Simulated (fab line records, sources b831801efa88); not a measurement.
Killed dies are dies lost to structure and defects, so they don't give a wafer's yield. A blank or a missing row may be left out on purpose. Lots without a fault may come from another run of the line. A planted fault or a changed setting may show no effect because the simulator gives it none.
Chamber matching | flow gf180mcu | GF_STI_CMP_25 on cmp-02: 4 sister chambers
The step polishes, stops on Si3N4, t overpolish 33 s, target thk 524.6 nm. 16 wafers are shown with their chamber, then 8 later ones without.

WAFERS WITH THEIR CHAMBER
wafer  | chamber | motor_current_A (A) | edge_zone_pressure_frac | time_to_endpoint_s (s)
L283.1 | 0       | 13.7                | 1.011                   | 120
L283.4 | 2       | 12.8                | 0.998                   | 119
L283.5 | 2       | 11.9                | 1.006                   | 120
L284.2 | 2       | 11.8                | 0.998                   | 119
L284.5 | 1       | 11.6                | 0.999                   | 122
L284.6 | 2       | 11.8                | 1.007                   | 118
L286.1 | 0       | 13.9                | 1.008                   | 131
L286.2 | 3       | 10.5                | 1.010                   | 122
L286.4 | 2       | 12.6                | 0.992                   | 124
L292.1 | 0       | 13.0                | 1.002                   | 119
L292.2 | 2       | 12.2                | 1.004                   | 119
L292.5 | 2       | 12.0                | 1.006                   | 118
L297.3 | 1       | 11.4                | 0.994                   | 122
L297.5 | 0       | 12.8                | 0.996                   | 124
L297.6 | 3       | 10.7                | 1.011                   | 121
L298.1 | 1       | 10.9                | 1.001                   | 126

SIGNATURES (means of the wafers above)
reading                 | chamber 0 | chamber 1 | chamber 2 | chamber 3 | scatter within a chamber
motor_current_A         | 13.350    | 11.300    | 12.157    | 10.600    | 0.417
edge_zone_pressure_frac | 1.00425   | 0.99800   | 1.00157   | 1.01050   | 0.00541
time_to_endpoint_s      | 123.50    | 123.33    | 119.57    | 121.50    | 3.24
Rule: a wafer's distance from a chamber is the root of the sum, over the readings, of the square of ((its reading less the chamber's mean) divided by the reading's scatter). The wafer belongs to the nearest chamber; if the next one is less than 2 further off, it can't be placed. The scatter: the root of (the sum of the squares of (reading less its chamber's mean) over the shown wafers, divided by (wafers less chambers)).

WAFERS WITHOUT THEIR CHAMBER
wafer  | motor_current_A (A) | edge_zone_pressure_frac | time_to_endpoint_s (s)
L298.4 | 12.1                | 1.010                   | 122
L298.6 | 12.0                | 1.000                   | 122
L299.2 | 12.1                | 0.993                   | 120
L299.4 | 10.6                | 0.997                   | 121
L299.5 | 11.9                | 0.997                   | 116
L300.3 | 13.7                | 1.010                   | 122
L300.4 | 10.3                | 1.006                   | 120
L300.5 | 12.5                | 0.987                   | 121

WHICH CHAMBER EACH WENT THROUGH
wafer  | from the rows above               | in truth
L298.4 | can't be placed: 2 or 1 or 0 or 3 | 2
L298.6 | can't be placed: 2 or 1           | 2
L299.2 | can't be placed: 2 or 1           | 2
L299.4 | can't be placed: 1 or 3           | 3
L299.5 | can't be placed: 2 or 1           | 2
L300.3 | 0                                 | 0
L300.4 | can't be placed: 3 or 1           | 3
L300.5 | can't be placed: 2 or 1 or 0      | 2
Placed correctly: 1 of 8. Can't be placed from these rows: 7 (the true chamber is among the candidates in 7). Placed wrongly: 0.
